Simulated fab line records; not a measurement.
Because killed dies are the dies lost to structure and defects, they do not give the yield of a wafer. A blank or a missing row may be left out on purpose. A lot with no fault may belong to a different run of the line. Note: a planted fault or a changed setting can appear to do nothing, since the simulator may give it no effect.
Comparing a struck lot with a sound one    flow sky130    14 out of 708 route steps
Sound: wafers L790.1, L790.2, L790.6. The struck wafers were L809.2, L809.3, L809.6. Last of all comes the cause.
Order at every step that has rows: each side's tool, ch and its chambers, its first start. Under that, the readings that differ: sound wafers    struck wafers    difference of the means    sigmas: that difference in standard deviations of wafers without a fault.
alike: same words and numbers on both sides, and readings whose means sit less than 2 such deviations apart. not compared: any withheld reading, any reading some wafer has no value for, any bound like >300 that may hide the same value, and any number with overlapping values for which the record gives no deviation.
Wherever a step has rows on one side only, a row that says differs or no value, or a row with sigmas, the two part there. Non-overlapping numbers with no deviation appear without sigmas and do not part them. A reading missing from all wafers of one side parts the sides only when that side holds two or more wafers.

SKY_VIA3_OVL_MEAS_13:
  sound on overlay-02 at day 39 17:19; struck on overlay-02 at day 44 21:56
  alike: VIA3_OVL
SKY_VIA3_ETCH_14: etches BARC in N2/H2, stops on SiO2, time 45.9 s, target depth 60 nm.
  sound on rie diel-02 ch 0,1,2, day 39 17:20; struck on rie diel-01 ch 1,2,3, day 44 21:58
  alike: drypump motor current A, oes product au, rf fwd power W, throttle valve pct
  not compared: rf hours counter h
then, 1 step without rows for these wafers: SKY_VIA3_ETCH_15 (etches SiO2 in C4F8/O2/Ar, stops on TiN, target depth 507 nm, time 78 s).
SKY_VIA3_STRIP_16: strips in O2/N2.
  sound on plasma asher-04 ch 0,1, day 39 17:27; struck on plasma asher-02 ch 0,1, day 44 22:04
  alike: drypump motor current A, o2 flow sccm, oes product au, strip time to endpoint s
  not compared: rf hours counter h
then, 3 steps without rows for these wafers: SKY_VIA3_STRIP_17 (strips in post etch residue remover, time 1200 s); SKY_VIA3_CLEAN_18 (cleans in IPA, time 180 s); SKY_VIA3_CLEAN_19 (cleans in O3/DIW).
SKY_VIA3_SPUTTER_20: material TiN, target thk 20 nm, time 80 s.
  sound on pvd sputter-03 at day 39 18:02; struck on pvd sputter-01 at day 44 22:44
  alike: cathode dc power W, chamber pressure pa, throttle valve pct
SKY_VIA3_CVD_21: deposits W, target thk 390 nm, time 117.31 s.
  sound on cvd w-02 ch 0,1, day 39 18:06; struck on cvd w-02 ch 0,1, day 44 22:48
  alike: heater power w
SKY_VIA3_RS_MEAS_22: a four-point-probe measurement.
  sound on film metro-04 at day 39 18:13; struck on film metro-04 at day 44 22:57
  alike: VIA3_W_RS
SKY_VIA3_THK_MEAS_23: measures by xrf.
  sound on film metro-04 at day 39 18:20; struck on film metro-04 at day 44 23:04
  alike: VIA3_W_THK
SKY_VIA3_CMP_24: polishes, stops on SiO2, t overpolish 20 s, target thk 0 nm.
  sound on cmp-02 ch 0,1,3, day 39 18:30; struck on cmp-01 ch 0,2,3, day 44 23:13
  alike: edge zone pressure frac, motor current A, overpolish run s, time to endpoint s
SKY_METAL4_SPUTTER_00: material Ti, target thk 15 nm, time 10 s.
  sound on pvd sputter-01 at day 39 18:42; struck on pvd sputter-02 at day 44 23:25
  no value came back on the struck wafers for cathode dc power W (W), chamber pressure pa (Pa), throttle valve pct (%); on the sound wafers cathode dc power W (W) reads 2999.8 3000.0 2999.9
then, 1 step without rows for these wafers: SKY_METAL4_SPUTTER_01 (material TiN, target thk 20 nm, time 16.7 s).

== WHERE THEY PART ==
At SKY_METAL4_SPUTTER_00 and nowhere else, as far as this record goes.

WHY: what had been put in by the simulator
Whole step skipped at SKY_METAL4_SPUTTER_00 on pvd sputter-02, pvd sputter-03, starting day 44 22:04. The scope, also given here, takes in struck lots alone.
